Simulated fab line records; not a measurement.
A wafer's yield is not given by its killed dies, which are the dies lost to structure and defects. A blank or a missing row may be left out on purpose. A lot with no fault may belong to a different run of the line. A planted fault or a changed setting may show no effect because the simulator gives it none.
fab line records :: flow gf180mcu :: part 2 of 2: steps 27 to 35 of 35
record:
  lots: 5
  wafers: 15
  lastDay: 33
route steps=602 shown MVPSD@83 VT_IMPLANT@90
lots untouched by any fault: they come from a run of this same line in which no faults occurred
startH: hours from the record's first day to the start of the lot's first wafer shown :: waitH: hours since the lot's step before :: " as in the row above :: L1.1+2: one row covering several wafers at once :: - no value, or no start given :: * or withheld: withheld :: < > ~ a bound
route shown NAME@n: names a module that has steps shown in the file, with the first one's number in the route :: usual: average and standard deviation across the fault-free wafers :: same: alike in all rows :: chamber/n: place in a boat :: sites: readings site by site :: _std_site: how widely they spread, as a standard deviation :: _edge_site: the outer-site mean with the inner-site mean subtracted :: radiusMm: how far each site lies from the wafer's centre :: mask NAME#n: copy n :: behind: the last tool/chamber to shape the wafer :: hold: cause of the lot's hold/its duration in hours/its outcome :: device: names the non-switching transistor (n, p or np) :: end of line: the same wafers' tests at the end of the route :: where a step has no rows: the recipe by itself :: killed: the dies lost at the first sort to structure and to defects; this is not the yield of the wafer :: map: a wafer's dies, x killed, . not, _ none there
set.NAME: the setting that was run; set.NAME@STEP: the one run at that earlier step :: model.NAME: the simulator's own value behind a step, which no gauge read
a table for each step, a row for each wafer; lots at some steps of the route
services: a tool's chamber out of use, with start hour (startH, from the record's first day; less than 0 if before it), hours out, and reason
== steps ==
step: GF_VT_IMPLANT_IMPLANT_19
recipe:
  species: As
  energyKev: 100
  doseCm2: 4.35e+12
  tiltDeg: 7
lot.wafer: L074.1+2+6
tool: implanter-02
chamber: 0
startH: 128.91
waitH: 0.0

lot.wafer: L078.1+2+5
tool: implanter-04
chamber: 0
startH: 152.08
waitH: 0.0

lot.wafer: L080.4+5+6
tool: implanter-02
chamber: 0
startH: 164.59
waitH: 0.1

lot.wafer: L092.1+3+4
tool: implanter-04
chamber: 0
startH: 239.46
waitH: 0.0

lot.wafer: L093.2+4+5
tool: implanter-03
chamber: 0
startH: 245.35
waitH: 0.0
step: GF_VT_IMPLANT_STRIP_20
recipe:
  chemistry: O2/N2
  powerW: 1400
  pressureMtorr: 1500
  platenTempC: 250
  o2FlowSccm: 3000
  n2FlowSccm: 300
  overashFraction: 0.5
usual:
  drypumpMotorCurrentA: 5.7/0.56
  heaterPowerW: 349/20
  o2FlowSccm: 2999/8.6
  oesProductAu: 0.716/0.0051
  stripTimeToEndpointS: 12.62/0.034
lot.wafer: L074.1
tool: plasmaAsher-03
chamber: 0
startH: 129.06
waitH: 0.1
drypumpMotorCurrentA: 5.2
heaterPowerW: 331
o2FlowSccm: 2993
oesProductAu: 0.712
rfHoursCounterH: 47
stripTimeToEndpointS: 12.67

lot.wafer: L074.2
tool: plasmaAsher-03
chamber: 1
startH: 129.06
waitH: 0.1
drypumpMotorCurrentA: 5.2
heaterPowerW: 368
o2FlowSccm: 3001
oesProductAu: 0.716
rfHoursCounterH: 47
stripTimeToEndpointS: 12.66

lot.wafer: L074.6
tool: plasmaAsher-03
chamber: 1
startH: 129.06
waitH: 0.1
drypumpMotorCurrentA: 5.2
heaterPowerW: 366
o2FlowSccm: 3001
oesProductAu: 0.723
rfHoursCounterH: -
stripTimeToEndpointS: 12.68

lot.wafer: L078.1
tool: plasmaAsher-01
chamber: 0
startH: 152.23
waitH: 0.1
drypumpMotorCurrentA: 5.3
heaterPowerW: 338
o2FlowSccm: 3013
oesProductAu: 0.721
rfHoursCounterH: 53
stripTimeToEndpointS: 12.68

lot.wafer: L078.2
tool: plasmaAsher-01
chamber: 1
startH: 152.23
waitH: 0.1
drypumpMotorCurrentA: 5.3
heaterPowerW: 385
o2FlowSccm: 3019
oesProductAu: 0.715
rfHoursCounterH: 53
stripTimeToEndpointS: 12.67

lot.wafer: L078.5
tool: plasmaAsher-01
chamber: 1
startH: 152.23
waitH: 0.1
drypumpMotorCurrentA: 5.4
heaterPowerW: 387
o2FlowSccm: 3004
oesProductAu: 0.714
rfHoursCounterH: -
stripTimeToEndpointS: 12.68

lot.wafer: L080.4
tool: plasmaAsher-03
chamber: 0
startH: 164.70
waitH: 0.1
drypumpMotorCurrentA: 5.2
heaterPowerW: 336
o2FlowSccm: 3005
oesProductAu: 0.713
rfHoursCounterH: -
stripTimeToEndpointS: 12.61

lot.wafer: L080.5
tool: plasmaAsher-03
chamber: 0
startH: 164.70
waitH: 0.1
drypumpMotorCurrentA: 5.2
heaterPowerW: 333
o2FlowSccm: 2993
oesProductAu: 0.719
rfHoursCounterH: -
stripTimeToEndpointS: 12.62

lot.wafer: L080.6
tool: plasmaAsher-03
chamber: 1
startH: 164.70
waitH: 0.1
drypumpMotorCurrentA: 5.2
heaterPowerW: 380
o2FlowSccm: 3001
oesProductAu: 0.723
rfHoursCounterH: -
stripTimeToEndpointS: 12.62

lot.wafer: L092.1
tool: plasmaAsher-03
chamber: 1
startH: 239.61
waitH: 0.1
drypumpMotorCurrentA: 5.2
heaterPowerW: 370
o2FlowSccm: 2992
oesProductAu: 0.712
rfHoursCounterH: 58
stripTimeToEndpointS: 12.61

lot.wafer: L092.3
tool: plasmaAsher-03
chamber: 0
startH: 239.61
waitH: 0.1
drypumpMotorCurrentA: 5.2
heaterPowerW: 336
o2FlowSccm: 3012
oesProductAu: 0.718
rfHoursCounterH: -
stripTimeToEndpointS: 12.60

lot.wafer: L092.4
tool: plasmaAsher-03
chamber: 1
startH: 239.61
waitH: 0.1
drypumpMotorCurrentA: 5.2
heaterPowerW: 368
o2FlowSccm: 2990
oesProductAu: 0.717
rfHoursCounterH: -
stripTimeToEndpointS: 12.60

lot.wafer: L093.2
tool: plasmaAsher-04
chamber: 0
startH: 245.47
waitH: 0.1
drypumpMotorCurrentA: 5.8
heaterPowerW: 332
o2FlowSccm: 2988
oesProductAu: 0.721
rfHoursCounterH: 45
stripTimeToEndpointS: 12.68

lot.wafer: L093.4
tool: plasmaAsher-04
chamber: 1
startH: 245.47
waitH: 0.1
drypumpMotorCurrentA: 6.6
heaterPowerW: 346
o2FlowSccm: 3006
oesProductAu: 0.710
rfHoursCounterH: -
stripTimeToEndpointS: 12.61

lot.wafer: L093.5
tool: plasmaAsher-04
chamber: 0
startH: 245.47
waitH: 0.1
drypumpMotorCurrentA: 5.8
heaterPowerW: 331
o2FlowSccm: 3003
oesProductAu: 0.717
rfHoursCounterH: -
stripTimeToEndpointS: 12.68
step: GF_VT_IMPLANT_TW_MEAS_21
usual:
  VT_IMPLANT_2_TW: 1205/15
lot.wafer: L074.1
tool: filmMetro-02
chamber: -
startH: 129.16
waitH: 0.1
VT_IMPLANT_2_TW: 1219

lot.wafer: L074.2
tool: filmMetro-02
chamber: -
startH: 129.16
waitH: 0.1
VT_IMPLANT_2_TW: 1217

lot.wafer: L074.6
tool: filmMetro-02
chamber: -
startH: 129.16
waitH: 0.1
VT_IMPLANT_2_TW: 1218

lot.wafer: L078.1
tool: filmMetro-02
chamber: -
startH: 152.33
waitH: 0.1
VT_IMPLANT_2_TW: 1211

lot.wafer: L078.2
tool: filmMetro-02
chamber: -
startH: 152.33
waitH: 0.1
VT_IMPLANT_2_TW: 1215

lot.wafer: L078.5
tool: filmMetro-02
chamber: -
startH: 152.33
waitH: 0.1
VT_IMPLANT_2_TW: 1208

lot.wafer: L080.4
tool: filmMetro-04
chamber: -
startH: 164.79
waitH: 0.1
VT_IMPLANT_2_TW: 1191

lot.wafer: L080.5
tool: filmMetro-04
chamber: -
startH: 164.79
waitH: 0.1
VT_IMPLANT_2_TW: 1195

lot.wafer: L080.6
tool: filmMetro-04
chamber: -
startH: 164.79
waitH: 0.1
VT_IMPLANT_2_TW: 1179

lot.wafer: L092.1
tool: filmMetro-02
chamber: -
startH: 239.71
waitH: 0.1
VT_IMPLANT_2_TW: 1220

lot.wafer: L092.3
tool: filmMetro-02
chamber: -
startH: 239.71
waitH: 0.1
VT_IMPLANT_2_TW: 1214

lot.wafer: L092.4
tool: filmMetro-02
chamber: -
startH: 239.71
waitH: 0.1
VT_IMPLANT_2_TW: 1224

lot.wafer: L093.2
tool: filmMetro-04
chamber: -
startH: 245.58
waitH: 0.1
VT_IMPLANT_2_TW: 1192

lot.wafer: L093.4
tool: filmMetro-04
chamber: -
startH: 245.58
waitH: 0.1
VT_IMPLANT_2_TW: 1187

lot.wafer: L093.5
tool: filmMetro-04
chamber: -
startH: 245.58
waitH: 0.1
VT_IMPLANT_2_TW: 1192
step: GF_VT_IMPLANT_DEHYDRATE_22
recipe:
  tempC: 200
  timeS: 60
usual:
  resistLineTempC: 23.00/0.1
lot.wafer: L074.1
tool: lithoTrack-04
chamber: 0
startH: 136.19
waitH: 7.0
resistLineTempC: 22.93

lot.wafer: L074.2
tool: lithoTrack-04
chamber: 0
startH: 136.19
waitH: 7.0
resistLineTempC: 22.79

lot.wafer: L074.6
tool: lithoTrack-04
chamber: 0
startH: 136.19
waitH: 7.0
resistLineTempC: 22.84

lot.wafer: L078.1
tool: lithoTrack-01
chamber: 0
startH: 159.48
waitH: 7.1
resistLineTempC: 23.10

lot.wafer: L078.2
tool: lithoTrack-01
chamber: 0
startH: 159.48
waitH: 7.1
resistLineTempC: 23.02

lot.wafer: L078.5
tool: lithoTrack-01
chamber: 0
startH: 159.48
waitH: 7.1
resistLineTempC: 23.00

lot.wafer: L080.4
tool: lithoTrack-02
chamber: 0
startH: 172.71
waitH: 7.9
resistLineTempC: 22.91

lot.wafer: L080.5
tool: lithoTrack-02
chamber: 0
startH: 172.71
waitH: 7.9
resistLineTempC: 22.93

lot.wafer: L080.6
tool: lithoTrack-02
chamber: 0
startH: 172.71
waitH: 7.9
resistLineTempC: 22.94

lot.wafer: L092.1
tool: lithoTrack-04
chamber: 0
startH: 248.74
waitH: 9.0
resistLineTempC: 23.02

lot.wafer: L092.3
tool: lithoTrack-04
chamber: 0
startH: 248.74
waitH: 9.0
resistLineTempC: 22.94

lot.wafer: L092.4
tool: lithoTrack-04
chamber: 0
startH: 248.74
waitH: 9.0
resistLineTempC: 22.95

lot.wafer: L093.2
tool: lithoTrack-04
chamber: 0
startH: 254.46
waitH: 8.9
resistLineTempC: 23.03

lot.wafer: L093.4
tool: lithoTrack-04
chamber: 0
startH: 254.46
waitH: 8.9
resistLineTempC: 23.14

lot.wafer: L093.5
tool: lithoTrack-04
chamber: 0
startH: 254.46
waitH: 8.9
resistLineTempC: 23.18
step: GF_VT_IMPLANT_HMDS_23
recipe:
  primeTimeS: 60
  primeTempC: 120
usual:
  resistLineTempC: 23.01/0.13
lot.wafer: L074.1
tool: lithoTrack-04
chamber: 0
startH: 136.34
waitH: 0.1
resistLineTempC: 22.99

lot.wafer: L074.2
tool: lithoTrack-04
chamber: 0
startH: 136.34
waitH: 0.1
resistLineTempC: 23.05

lot.wafer: L074.6
tool: lithoTrack-04
chamber: 0
startH: 136.34
waitH: 0.1
resistLineTempC: 23.09

lot.wafer: L078.1
tool: lithoTrack-01
chamber: 0
startH: 159.63
waitH: 0.1
resistLineTempC: 22.95

lot.wafer: L078.2
tool: lithoTrack-01
chamber: 0
startH: 159.63
waitH: 0.1
resistLineTempC: 23.00

lot.wafer: L078.5
tool: lithoTrack-01
chamber: 0
startH: 159.63
waitH: 0.1
resistLineTempC: 22.97

lot.wafer: L080.4
tool: lithoTrack-02
chamber: 0
startH: 172.86
waitH: 0.1
resistLineTempC: 22.91

lot.wafer: L080.5
tool: lithoTrack-02
chamber: 0
startH: 172.86
waitH: 0.1
resistLineTempC: 23.03

lot.wafer: L080.6
tool: lithoTrack-02
chamber: 0
startH: 172.86
waitH: 0.1
resistLineTempC: 23.04

lot.wafer: L092.1
tool: lithoTrack-04
chamber: 0
startH: 248.89
waitH: 0.1
resistLineTempC: 23.00

lot.wafer: L092.3
tool: lithoTrack-04
chamber: 0
startH: 248.89
waitH: 0.1
resistLineTempC: 22.76

lot.wafer: L092.4
tool: lithoTrack-04
chamber: 0
startH: 248.89
waitH: 0.1
resistLineTempC: 22.99

lot.wafer: L093.2
tool: lithoTrack-04
chamber: 0
startH: 254.61
waitH: 0.1
resistLineTempC: 23.10

lot.wafer: L093.4
tool: lithoTrack-04
chamber: 0
startH: 254.61
waitH: 0.1
resistLineTempC: 22.86

lot.wafer: L093.5
tool: lithoTrack-04
chamber: 0
startH: 254.61
waitH: 0.1
resistLineTempC: 22.75
step: GF_VT_IMPLANT_COAT_24
recipe:
  resist: NOVOLAK
  spinRpm: 3000
  resistThkNm: 1000
usual:
  resistLineTempC: 22.97/0.1
lot.wafer: L074.1
tool: lithoTrack-04
chamber: 0
startH: 136.49
waitH: 0.1
resistLineTempC: 22.93

lot.wafer: L074.2
tool: lithoTrack-04
chamber: 0
startH: 136.49
waitH: 0.1
resistLineTempC: 23.06

lot.wafer: L074.6
tool: lithoTrack-04
chamber: 0
startH: 136.49
waitH: 0.1
resistLineTempC: 23.09

lot.wafer: L078.1
tool: lithoTrack-01
chamber: 0
startH: 159.78
waitH: 0.1
resistLineTempC: 22.94

lot.wafer: L078.2
tool: lithoTrack-01
chamber: 0
startH: 159.78
waitH: 0.1
resistLineTempC: 22.98

lot.wafer: L078.5
tool: lithoTrack-01
chamber: 0
startH: 159.78
waitH: 0.1
resistLineTempC: 22.86

lot.wafer: L080.4
tool: lithoTrack-02
chamber: 0
startH: 173.01
waitH: 0.1
resistLineTempC: 22.76

lot.wafer: L080.5
tool: lithoTrack-02
chamber: 0
startH: 173.01
waitH: 0.1
resistLineTempC: 22.93

lot.wafer: L080.6
tool: lithoTrack-02
chamber: 0
startH: 173.01
waitH: 0.1
resistLineTempC: 22.81

lot.wafer: L092.1
tool: lithoTrack-04
chamber: 0
startH: 249.04
waitH: 0.1
resistLineTempC: 22.83

lot.wafer: L092.3
tool: lithoTrack-04
chamber: 0
startH: 249.04
waitH: 0.1
resistLineTempC: 23.01

lot.wafer: L092.4
tool: lithoTrack-04
chamber: 0
startH: 249.04
waitH: 0.1
resistLineTempC: 23.07

lot.wafer: L093.2
tool: lithoTrack-04
chamber: 0
startH: 254.76
waitH: 0.1
resistLineTempC: 23.06

lot.wafer: L093.4
tool: lithoTrack-04
chamber: 0
startH: 254.76
waitH: 0.1
resistLineTempC: 23.01

lot.wafer: L093.5
tool: lithoTrack-04
chamber: 0
startH: 254.76
waitH: 0.1
resistLineTempC: 23.02
step: GF_VT_IMPLANT_SOFTBAKE_25
recipe:
  tempC: 90
  timeS: 60
  resist: NOVOLAK
usual:
  resistLineTempC: 22.99/0.1
lot.wafer: L074.1
tool: lithoTrack-04
chamber: 0
startH: 136.64
waitH: 0.1
resistLineTempC: 22.98

lot.wafer: L074.2
tool: lithoTrack-04
chamber: 0
startH: 136.64
waitH: 0.1
resistLineTempC: 23.00

lot.wafer: L074.6
tool: lithoTrack-04
chamber: 0
startH: 136.64
waitH: 0.1
resistLineTempC: 23.01

lot.wafer: L078.1
tool: lithoTrack-01
chamber: 0
startH: 159.93
waitH: 0.1
resistLineTempC: 22.96

lot.wafer: L078.2
tool: lithoTrack-01
chamber: 0
startH: 159.93
waitH: 0.1
resistLineTempC: 23.10

lot.wafer: L078.5
tool: lithoTrack-01
chamber: 0
startH: 159.93
waitH: 0.1
resistLineTempC: 22.96

lot.wafer: L080.4
tool: lithoTrack-02
chamber: 0
startH: 173.16
waitH: 0.1
resistLineTempC: 23.03

lot.wafer: L080.5
tool: lithoTrack-02
chamber: 0
startH: 173.16
waitH: 0.1
resistLineTempC: 22.83

lot.wafer: L080.6
tool: lithoTrack-02
chamber: 0
startH: 173.16
waitH: 0.1
resistLineTempC: 22.86

lot.wafer: L092.1
tool: lithoTrack-04
chamber: 0
startH: 249.19
waitH: 0.1
resistLineTempC: 23.02

lot.wafer: L092.3
tool: lithoTrack-04
chamber: 0
startH: 249.19
waitH: 0.1
resistLineTempC: 23.01

lot.wafer: L092.4
tool: lithoTrack-04
chamber: 0
startH: 249.19
waitH: 0.1
resistLineTempC: 23.07

lot.wafer: L093.2
tool: lithoTrack-04
chamber: 0
startH: 254.91
waitH: 0.1
resistLineTempC: 22.88

lot.wafer: L093.4
tool: lithoTrack-04
chamber: 0
startH: 254.91
waitH: 0.1
resistLineTempC: 23.00

lot.wafer: L093.5
tool: lithoTrack-04
chamber: 0
startH: 254.91
waitH: 0.1
resistLineTempC: 23.04
step: GF_VT_IMPLANT_EXPOSE_26
recipe:
  maskId: LVPWELL_HV_AREA
  targetCdNm: 860
  na: 0.6
  sourceShape: conventional
  sigmaOuter: 0.6
  doseMj: 140
usual:
  exposureDoseMJCm2: 140.02/0.17
lot.wafer: L074.1
tool: ilineStepper-02
chamber: 0
startH: -
waitH: -
mask: LVPWELL_HV_AREA#0
exposureDoseMJCm2: 139.80

lot.wafer: L074.2
tool: ilineStepper-02
chamber: 0
startH: -
waitH: -
mask: LVPWELL_HV_AREA#0
exposureDoseMJCm2: 139.81

lot.wafer: L074.6
tool: ilineStepper-02
chamber: 0
startH: -
waitH: -
mask: LVPWELL_HV_AREA#0
exposureDoseMJCm2: 139.92

lot.wafer: L078.1
tool: ilineStepper-02
chamber: 0
startH: -
waitH: -
mask: LVPWELL_HV_AREA#0
exposureDoseMJCm2: 140.14

lot.wafer: L078.2
tool: ilineStepper-02
chamber: 0
startH: -
waitH: -
mask: LVPWELL_HV_AREA#0
exposureDoseMJCm2: 139.84

lot.wafer: L078.5
tool: ilineStepper-02
chamber: 0
startH: -
waitH: -
mask: LVPWELL_HV_AREA#0
exposureDoseMJCm2: 139.84

lot.wafer: L080.4
tool: ilineStepper-02
chamber: 0
startH: -
waitH: -
mask: LVPWELL_HV_AREA#0
exposureDoseMJCm2: 140.17

lot.wafer: L080.5
tool: ilineStepper-02
chamber: 0
startH: -
waitH: -
mask: LVPWELL_HV_AREA#0
exposureDoseMJCm2: 140.04

lot.wafer: L080.6
tool: ilineStepper-02
chamber: 0
startH: -
waitH: -
mask: LVPWELL_HV_AREA#0
exposureDoseMJCm2: 139.91

lot.wafer: L092.1
tool: ilineStepper-02
chamber: 0
startH: -
waitH: -
mask: LVPWELL_HV_AREA#0
exposureDoseMJCm2: 140.02

lot.wafer: L092.3
tool: ilineStepper-02
chamber: 0
startH: -
waitH: -
mask: LVPWELL_HV_AREA#0
exposureDoseMJCm2: 139.76

lot.wafer: L092.4
tool: ilineStepper-02
chamber: 0
startH: -
waitH: -
mask: LVPWELL_HV_AREA#0
exposureDoseMJCm2: 139.86

lot.wafer: L093.2
tool: ilineStepper-02
chamber: 0
startH: -
waitH: -
mask: LVPWELL_HV_AREA#0
exposureDoseMJCm2: 140.21

lot.wafer: L093.4
tool: ilineStepper-02
chamber: 0
startH: -
waitH: -
mask: LVPWELL_HV_AREA#0
exposureDoseMJCm2: 140.11

lot.wafer: L093.5
tool: ilineStepper-02
chamber: 0
startH: -
waitH: -
mask: LVPWELL_HV_AREA#0
exposureDoseMJCm2: 140.12
step: GF_VT_IMPLANT_PEB_27
recipe:
  tempC: withheld
  timeS: *
  resist: NOVOLAK
usual:
  resistLineTempC: *
lot.wafer: L074.1
tool: lithoTrack-04
chamber: 0
startH: -
waitH: -
resistLineTempC: *

lot.wafer: L074.2
tool: lithoTrack-04
chamber: 0
startH: -
waitH: -
resistLineTempC: *

lot.wafer: L074.6
tool: lithoTrack-04
chamber: 0
startH: -
waitH: -
resistLineTempC: *

lot.wafer: L078.1
tool: lithoTrack-04
chamber: 0
startH: -
waitH: -
resistLineTempC: *

lot.wafer: L078.2
tool: lithoTrack-04
chamber: 0
startH: -
waitH: -
resistLineTempC: *

lot.wafer: L078.5
tool: lithoTrack-04
chamber: 0
startH: -
waitH: -
resistLineTempC: *

lot.wafer: L080.4
tool: lithoTrack-02
chamber: 0
startH: -
waitH: -
resistLineTempC: *

lot.wafer: L080.5
tool: lithoTrack-02
chamber: 0
startH: -
waitH: -
resistLineTempC: *

lot.wafer: L080.6
tool: lithoTrack-02
chamber: 0
startH: -
waitH: -
resistLineTempC: *

lot.wafer: L092.1
tool: lithoTrack-04
chamber: 0
startH: -
waitH: -
resistLineTempC: *

lot.wafer: L092.3
tool: lithoTrack-04
chamber: 0
startH: -
waitH: -
resistLineTempC: *

lot.wafer: L092.4
tool: lithoTrack-04
chamber: 0
startH: -
waitH: -
resistLineTempC: *

lot.wafer: L093.2
tool: lithoTrack-04
chamber: 0
startH: -
waitH: -
resistLineTempC: *

lot.wafer: L093.4
tool: lithoTrack-04
chamber: 0
startH: -
waitH: -
resistLineTempC: *

lot.wafer: L093.5
tool: lithoTrack-04
chamber: 0
startH: -
waitH: -
resistLineTempC: *
== services ==
tool: plasmaAsher-03
chamber: -
startH: 78.46
hours: 0.6
kind: repair

tool: plasmaAsher-02
chamber: -
startH: 85.59
hours: 0.7
kind: repair

tool: plasmaAsher-04
chamber: -
startH: 88.27
hours: 2.4
kind: repair

tool: plasmaAsher-01
chamber: -
startH: 89.84
hours: 1.8
kind: repair

tool: plasmaAsher-03
chamber: -
startH: 90.48
hours: 2.1
kind: repair

tool: implanter-01
chamber: -
startH: 98.36
hours: 11.3
kind: repair

tool: implanter-04
chamber: -
startH: 99.08
hours: 19.3
kind: pm

tool: plasmaAsher-02
chamber: -
startH: 108.75
hours: 9.0
kind: pm

tool: plasmaAsher-02
chamber: 0
startH: 108.75
hours: 9.0
kind: ventCycle

tool: plasmaAsher-02
chamber: 1
startH: 108.75
hours: 9.0
kind: ventCycle

tool: plasmaAsher-02
chamber: 0
startH: 117.75
hours: -
kind: clean

tool: ilineStepper-01
chamber: -
startH: 136.06
hours: 7.0
kind: repair

tool: ilineStepper-02
chamber: -
startH: 155.95
hours: 1.7
kind: pm

tool: implanter-04
chamber: -
startH: 161.74
hours: 2.3
kind: repair

tool: ilineStepper-01
chamber: -
startH: 165.51
hours: 1.7
kind: pm

tool: ilineStepper-02
chamber: -
startH: 167.26
hours: 2.1
kind: pm

tool: ilineStepper-02
chamber: -
startH: 169.35
hours: -
kind: consumableReplace:lamp

tool: implanter-01
chamber: -
startH: 191.83
hours: 5.2
kind: pm

tool: plasmaAsher-02
chamber: -
startH: 197.97
hours: 0.4
kind: repair

tool: ilineStepper-01
chamber: -
startH: 214.55
hours: 19.9
kind: repair

tool: implanter-03
chamber: -
startH: 214.63
hours: 0.9
kind: repair

tool: implanter-01
chamber: -
startH: 223.68
hours: 7.2
kind: pm

tool: ilineStepper-01
chamber: -
startH: 229.18
hours: 0.9
kind: repair

tool: implanter-04
chamber: -
startH: 263.67
hours: 9.7
kind: pm
